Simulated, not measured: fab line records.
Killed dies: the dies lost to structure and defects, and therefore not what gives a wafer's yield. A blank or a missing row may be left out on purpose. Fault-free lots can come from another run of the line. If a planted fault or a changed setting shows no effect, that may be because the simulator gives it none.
The tool behind it: which one?    flow gf180mcu    Sampling: 6 lots, 18 wafers, 2 of 602 route steps

== WHAT EACH GAUGE READ, for each wafer ==
GF_V5_THK_MEAS_03.
lot   measured      on             V5_CVD_02_THK (nm)
L983  day 27 12:07  film_metro-01  1431 1448 1461
L985  day 28 03:23  film_metro-03  1436 1460 1478
L987  day 28 15:57  film_metro-03  1421 1424 1443
L990  day 29 15:04  film_metro-04  1432 1478 1460
L992  day 30 03:15  film_metro-03  1445 1453 1436
L100  day 32 04:08  film_metro-04  1454 1473 1441

== WHICH TOOL RAN EACH LOT (tool, then ch and the chambers of the sampled wafers, then the start) ==
lot   GF_V2_CVD_23
L983  cvd_w-01 ch 0,1, day 21 17:19
L985  cvd_w-01 ch 0, day 22 10:02
L987  cvd_w-02 ch 0,1, day 22 23:55
L990  cvd_w-01 ch 1, day 24 02:19
L992  cvd_w-01 ch 0,1, day 24 17:41
L100  cvd_w-01 ch 0,1, day 27 04:34
- GF_V2_CVD_23: deposits W, target thk 350 nm, time 104.94 s.

== THE ANSWER, worked out from the rows above alone ==
Rule: what is usual is taken from the lots themselves. Put in order of their means at a reading, lots are off if they are a third of the lots or fewer, leave a main group of 4 or more, and stand apart from it by a gap of 3 or more times the standard deviation of the main group's means; of several such gaps the widest counts. The tables above print the reading to a certain number of digits; a main group whose means all agree to those digits is not used. A lot without any number at a reading at which 4 lots or more have one is off too. Any other lot the step has rows for is counted as sound.
Across all readings shown, no lot is off: no conclusion can be drawn from this.

== WHAT HAD BEEN PUT IN BY THE SIMULATOR ==
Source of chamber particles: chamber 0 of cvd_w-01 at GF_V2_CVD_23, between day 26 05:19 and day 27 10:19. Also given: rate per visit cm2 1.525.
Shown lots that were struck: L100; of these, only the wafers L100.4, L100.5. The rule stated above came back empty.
